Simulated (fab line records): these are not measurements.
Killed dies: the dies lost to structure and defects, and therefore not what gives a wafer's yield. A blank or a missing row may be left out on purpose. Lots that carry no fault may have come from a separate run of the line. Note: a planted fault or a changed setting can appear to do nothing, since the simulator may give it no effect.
Chamber matching :: flow sky130 :: 4 sister chambers for SKY_POLY_GATE_ETCH_16 on rie diel-02
The step etches Si3N4 in CH3F/O2, stops on poly-Si, time 147.5 s, target depth 75 nm. 16 wafers are shown with their chamber, then 8 later ones without.

EACH WAFER AND ITS CHAMBER
wafer: L759.2
chamber: 1
oes product au (a.u.): 0.641
throttle valve pct (%): 10.534

wafer: L759.4
chamber: 3
oes product au (a.u.): 0.640
throttle valve pct (%): 10.540

wafer: L759.6
chamber: 3
oes product au (a.u.): 0.638
throttle valve pct (%): 10.536

wafer: L763.1
chamber: 1
oes product au (a.u.): 0.655
throttle valve pct (%): 10.537

wafer: L763.5
chamber: 0
oes product au (a.u.): 0.639
throttle valve pct (%): 10.535

wafer: L763.6
chamber: 2
oes product au (a.u.): 0.644
throttle valve pct (%): 10.539

wafer: L764.1
chamber: 1
oes product au (a.u.): 0.646
throttle valve pct (%): 10.519

wafer: L764.2
chamber: 0
oes product au (a.u.): 0.636
throttle valve pct (%): 10.540

wafer: L764.3
chamber: 2
oes product au (a.u.): 0.634
throttle valve pct (%): 10.518

wafer: L769.1
chamber: 0
oes product au (a.u.): 0.647
throttle valve pct (%): 10.530

wafer: L769.2
chamber: 1
oes product au (a.u.): 0.639
throttle valve pct (%): 10.531

wafer: L769.5
chamber: 0
oes product au (a.u.): 0.634
throttle valve pct (%): 10.533

wafer: L772.1
chamber: 2
oes product au (a.u.): 0.642
throttle valve pct (%): 10.528

wafer: L772.3
chamber: 3
oes product au (a.u.): 0.642
throttle valve pct (%): 10.525

wafer: L772.4
chamber: 1
oes product au (a.u.): 0.642
throttle valve pct (%): 10.545

wafer: L777.2
chamber: 2
oes product au (a.u.): 0.643
throttle valve pct (%): 10.525

SIGNATURES, as means of the wafers listed above
reading: oes product au
chamber 0: 0.63900
chamber 1: 0.64460
chamber 2: 0.64075
chamber 3: 0.64000
scatter within a chamber: 0.00524

reading: throttle valve pct
chamber 0: 10.53450
chamber 1: 10.53320
chamber 2: 10.52750
chamber 3: 10.53367
scatter within a chamber: 0.00798
Rule: for a wafer and a chamber, the distance is found by dividing, reading by reading, the gap between the wafer's reading and the chamber's mean by the reading's scatter, squaring, summing and taking the root. If the next closest chamber is less than 2 further off than the closest, the wafer can't be placed; otherwise it belongs to the closest. The scatter is the square root of a quotient: the sum, over the shown wafers, of each reading's squared deviation from its chamber's mean, divided by wafers minus chambers.

WAFERS WITH NO CHAMBER GIVEN
wafer: L777.3
oes product au (a.u.): 0.641
throttle valve pct (%): 10.529

wafer: L777.5
oes product au (a.u.): 0.636
throttle valve pct (%): 10.530

wafer: L778.1
oes product au (a.u.): 0.637
throttle valve pct (%): 10.528

wafer: L778.2
oes product au (a.u.): 0.646
throttle valve pct (%): 10.529

wafer: L778.4
oes product au (a.u.): 0.647
throttle valve pct (%): 10.526

wafer: L779.2
oes product au (a.u.): 0.639
throttle valve pct (%): 10.551

wafer: L779.4
oes product au (a.u.): 0.640
throttle valve pct (%): 10.533

wafer: L779.6
oes product au (a.u.): 0.638
throttle valve pct (%): 10.526

CHAMBER TAKEN BY EACH
wafer: L777.3
from the rows above: can't be placed: 2 or 3 or 0 or 1
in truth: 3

wafer: L777.5
from the rows above: can't be placed: 0 or 3 or 2 or 1
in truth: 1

wafer: L778.1
from the rows above: can't be placed: 2 or 0 or 3 or 1
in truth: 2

wafer: L778.2
from the rows above: can't be placed: 1 or 2 or 3 or 0
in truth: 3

wafer: L778.4
from the rows above: can't be placed: 1 or 2 or 3 or 0
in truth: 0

wafer: L779.2
from the rows above: can't be placed: 0 or 3 or 1 or 2
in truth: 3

wafer: L779.4
from the rows above: can't be placed: 3 or 0 or 2 or 1
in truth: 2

wafer: L779.6
from the rows above: can't be placed: 2 or 3 or 0 or 1
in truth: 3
Correctly placed: 0 of 8. Unplaceable from these rows: 8, with the true chamber sitting among the candidates in 8. Placed wrongly: 0.
